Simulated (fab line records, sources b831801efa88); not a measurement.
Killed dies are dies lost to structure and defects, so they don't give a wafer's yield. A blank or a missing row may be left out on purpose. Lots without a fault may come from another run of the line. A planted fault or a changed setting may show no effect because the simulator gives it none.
Which tool did it? | flow sky130 | 15 lots, 45 wafers sampled, at 3 steps of a route of 708

WHAT THE GAUGES READ, wafer by wafer
SKY_VT_ADJUST_PCH_OVL_MEAS_07.
lot  | measured     | on         | VT_ADJUST_PCH_OVL (nm)
L442 | day 10 09:32 | overlay-02 | 3.4 4.9 3.2
L443 | day 10 11:23 | overlay-01 | 4.3 -0.3 1.6
L444 | day 11 00:35 | overlay-01 | 2.0 0.7 -0.9
L445 | day 11 04:47 | overlay-01 | 3.0 3.0 3.6
L446 | day 11 11:02 | overlay-02 | 1.2 0.9 2.9
L447 | day 11 23:05 | overlay-01 | 1.0 -0.7 3.5
L450 | day 13 01:49 | overlay-01 | 3.5 2.7 2.4
L451 | day 13 03:53 | overlay-01 | 3.0 3.1 3.4
L453 | day 13 09:02 | overlay-01 | 2.6 4.3 1.9
L454 | day 14 05:17 | overlay-01 | 3.5 3.6 5.2
L456 | day 14 15:41 | overlay-01 | 1.7 0.7 4.5
L458 | day 15 08:17 | overlay-02 | 1.8 2.4 4.1
L460 | day 15 17:41 | overlay-02 | 2.2 -0.5 2.9
L462 | day 16 12:14 | overlay-02 | 1.7 2.8 0.4
L463 | day 16 19:28 | overlay-02 | 1.9 0.0 -1.2

SKY_VT_ADJUST_PCH_TW_MEAS_10.
lot  | measured     | on            | VT_ADJUST_PCH_TW
L442 | day 10 09:49 | film_metro-03 | 143.0 143.4 142.8
L443 | day 10 11:40 | film_metro-04 | 146.6 147.4 146.8
L444 | day 11 00:52 | film_metro-04 | 146.3 146.5 146.2
L445 | day 11 05:04 | film_metro-03 | 142.9 141.6 141.7
L446 | day 11 11:19 | film_metro-03 | 142.9 142.5 143.4
L447 | day 11 23:23 | film_metro-03 | 143.2 142.4 142.7
L450 | day 13 02:06 | film_metro-04 | 145.8 145.9 145.8
L451 | day 13 04:10 | film_metro-03 | 142.8 142.2 142.8
L453 | day 13 09:20 | film_metro-01 | 145.5 143.9 145.2
L454 | day 14 05:34 | film_metro-04 | 146.4 147.7 147.1
L456 | day 14 15:58 | film_metro-04 | 147.1 146.1 145.9
L458 | day 15 08:34 | film_metro-01 | 144.0 143.7 143.7
L460 | day 15 17:59 | film_metro-03 | 143.1 143.8 143.1
L462 | day 16 12:32 | film_metro-04 | 146.7 146.2 146.8
L463 | day 16 19:45 | film_metro-04 | 146.7 147.5 145.7

WHICH TOOL RAN EACH LOT (tool, then ch and the chambers of the sampled wafers, then the start)
lot  | SKY_VT_ADJUST_HVTR_STRIP_10
L442 | plasma_asher-01 ch 0,1, day 9 12:10
L443 | plasma_asher-04 ch 0, day 9 13:49
L444 | plasma_asher-04 ch 0,1, day 10 03:25
L445 | plasma_asher-03 ch 0,1, day 10 07:35
L446 | plasma_asher-01 ch 1, day 10 13:17
L447 | plasma_asher-03 ch 0,1, day 11 01:14
L450 | plasma_asher-03 ch 0,1, day 12 01:58
L451 | plasma_asher-03 ch 0,1, day 12 03:56
L453 | plasma_asher-01 ch 0, day 12 08:46
L454 | plasma_asher-04 ch 0,1, day 13 03:53
L456 | plasma_asher-01 ch 0,1, day 13 13:34
L458 | plasma_asher-04 ch 0,1, day 14 06:13
L460 | plasma_asher-03 ch 0,1, day 14 14:26
L462 | plasma_asher-01 ch 0,1, day 15 08:23
L463 | plasma_asher-01 ch 0,1, day 15 16:17
- SKY_VT_ADJUST_HVTR_STRIP_10: strips in O2/N2.

WHAT THE TOOLS THEMSELVES READ (means of the sampled wafers that have a number; where no wafer has one, the mark that the record gives instead)
SKY_VT_ADJUST_HVTR_STRIP_10.
lot  | tool            | chamber_pressure_mTorr (mTorr) | drypump_motor_current_A (A) | oes_product_au (a.u.) | strip_time_to_endpoint_s (s)
L442 | plasma_asher-01 | 1499.5                         | 5.9                         | 0.716                 | 14.16
L443 | plasma_asher-04 | 1501.1                         | 6.5                         | 0.716                 | 14.19
L444 | plasma_asher-04 | 1499.4                         | 5.3                         | 0.715                 | 14.21
L445 | plasma_asher-03 | 1500.3                         | 5.6                         | 0.718                 | 14.17
L446 | plasma_asher-01 | 1500.0                         | 5.4                         | 0.713                 | 14.14
L447 | plasma_asher-03 | 1499.9                         | 5.6                         | 0.714                 | 14.15
L450 | plasma_asher-03 | 1500.3                         | 5.6                         | 0.719                 | 14.19
L451 | plasma_asher-03 | 1500.0                         | 5.6                         | 0.719                 | 14.18
L453 | plasma_asher-01 | 1500.1                         | 6.1                         | 0.714                 | 14.19
L454 | plasma_asher-04 | 1500.0                         | 5.9                         | 0.719                 | 14.19
L456 | plasma_asher-01 | 1499.7                         | 5.9                         | 0.717                 | 14.09
L458 | plasma_asher-04 | 1500.6                         | 5.3                         | 0.715                 | 14.19
L460 | plasma_asher-03 | 1499.6                         | 5.6                         | 0.716                 | 14.17
L462 | plasma_asher-01 | 1499.3                         | 5.7                         | 0.718                 | 14.20
L463 | plasma_asher-01 | 1500.3                         | 5.7                         | 0.715                 | 14.15

THE ANSWER, worked out from the rows above alone
Rule: what is usual is taken from the lots themselves. Put in order of their means at a reading, lots are off if they are a third of the lots or fewer, leave a main group of 4 or more, and stand apart from it by a gap of 3 or more times the standard deviation of the main group's means; of several such gaps the widest counts. A main group whose means are all the same, to the digits that the tables above print for the reading, isn't used. A lot without any number at a reading at which 4 lots or more have one is off too. The other lots that the step has rows for count as sound. The gauges are gone through in route order, then the tools' own readings, and for those a lot's mean is taken as printed above. The first step at which some lot is off is used, and at that step the reading that is off furthest; a lot without a number counts as furthest.
No lot is off at any reading shown: from this, nothing can be told.

WHAT THE SIMULATOR HAD PUT IN
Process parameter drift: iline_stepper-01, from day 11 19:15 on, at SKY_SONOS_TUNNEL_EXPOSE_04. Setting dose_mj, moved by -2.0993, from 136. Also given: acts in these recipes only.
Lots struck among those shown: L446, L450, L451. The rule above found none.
